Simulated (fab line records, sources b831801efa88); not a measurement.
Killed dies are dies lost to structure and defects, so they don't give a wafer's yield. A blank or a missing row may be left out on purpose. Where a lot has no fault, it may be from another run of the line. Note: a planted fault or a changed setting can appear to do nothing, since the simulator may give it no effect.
Problem report in the 8D (eight disciplines) form, filled by code ; flow sky130 ; the parts of the form that need people (team, actions taken, sign-off) are left out

== 1. PROBLEM STATEMENT ==
Across 6 wafers from 2 lots, SONOS_ONO_CVD_04_THK at SKY_SONOS_ONO_THK_MEAS_05 averages 5.06 nm, while fault-free wafers read 5.62 nm with a standard deviation of 0.11. Measured from the usual mean, that is -5.1 standard deviations.
First observed at day 17 01:25: wafer L590.3, on film metro-01. Wafers with a number at this step in the record: 36, from 12 lots. The rule behind "out" and "out of limits": a value lying over 4 standard deviations away from the usual mean. Any other wafer with a number is counted as sound.

== 2. WHAT IT IS, AND WHAT IT ISN'T ==
question;is;is not
which readings at this step;SONOS_ONO_CVD_04_THK;-
which lots;L590, L591;L576, L577, L578, L579, L580, L582, L586, L587, L589, L599
which wafers of those lots;all that have a number;-
read on which gauges;film metro-01, film metro-02;film metro-03
when;from day 17 01:25;"up to then (27 sound wafers); but 3 sound wafers of L599 came after"

== 3. SUSPECTS, AND WHAT RULES EACH OUT ==
Counting: any tool at a process step up to the reading is kept as a suspect provided that every lot that is out went through it and no sound lot did after the first of them.
- the gauge at SKY_SONOS_ONO_THK_MEAS_05 has been ruled out. The wafers that are out were read on 2 gauges (film metro-01, film metro-02).
- lpcvd-03 at SKY_SONOS_ONO_CVD_04 (deposits SiO2 from SiH4/N2O, target thk 5.7199 nm): ruled out as a lasting fault. The sound lots L599 went through it after L590, its earliest lot that is out (day 17 00:09).
Left after counting: nothing in the record.

== 4. THE CAUSE (what the simulator had put in) ==
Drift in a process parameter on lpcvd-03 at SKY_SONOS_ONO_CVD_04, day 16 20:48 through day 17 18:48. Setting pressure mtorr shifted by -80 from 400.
It was ruled out by counting, in error; the rule expects a fault to strike all lots run on its tool from its start on, and this fault did not.

== 5. SEQUENCE OF EFFECTS, ordered by route ==
Rows list readings where the struck wafers' mean (over those with a number) sits beyond 3 standard deviations from the usual. Only readings whose record carries a usual standard deviation are examined. hours: median over the lots of the time between each lot's start at the first step of this table that gives one and its start at this step. sigmas: the change, counted in usual standard deviations.
hours;step;reading;usual;on struck wafers;change;sigmas
0;SKY_SONOS_ONO_CVD_04;pressure mtorr;399.8 mTorr;319.6;-80.2;-99 or more
1;SKY_SONOS_ONO_THK_MEAS_05;SONOS_ONO_CVD_04_THK;5.62 nm;5.06;-0.56;-5.1
The process steps in it:
- SKY_SONOS_ONO_CVD_04: deposits SiO2 from SiH4/N2O, target thk 5.7199 nm.

== 6. WHAT WOULD HAVE CAUGHT IT SOONER ==
Counted from the fault's start at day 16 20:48, it took 5 hours until the first out-of-limits reading at a measuring or inspecting step in this record, taken at day 17 01:25.
Tool's own readings at SKY_SONOS_ONO_CVD_04, pressure mtorr: out on all struck wafers the step has rows for; an alarm limit on them would have tripped on the first.
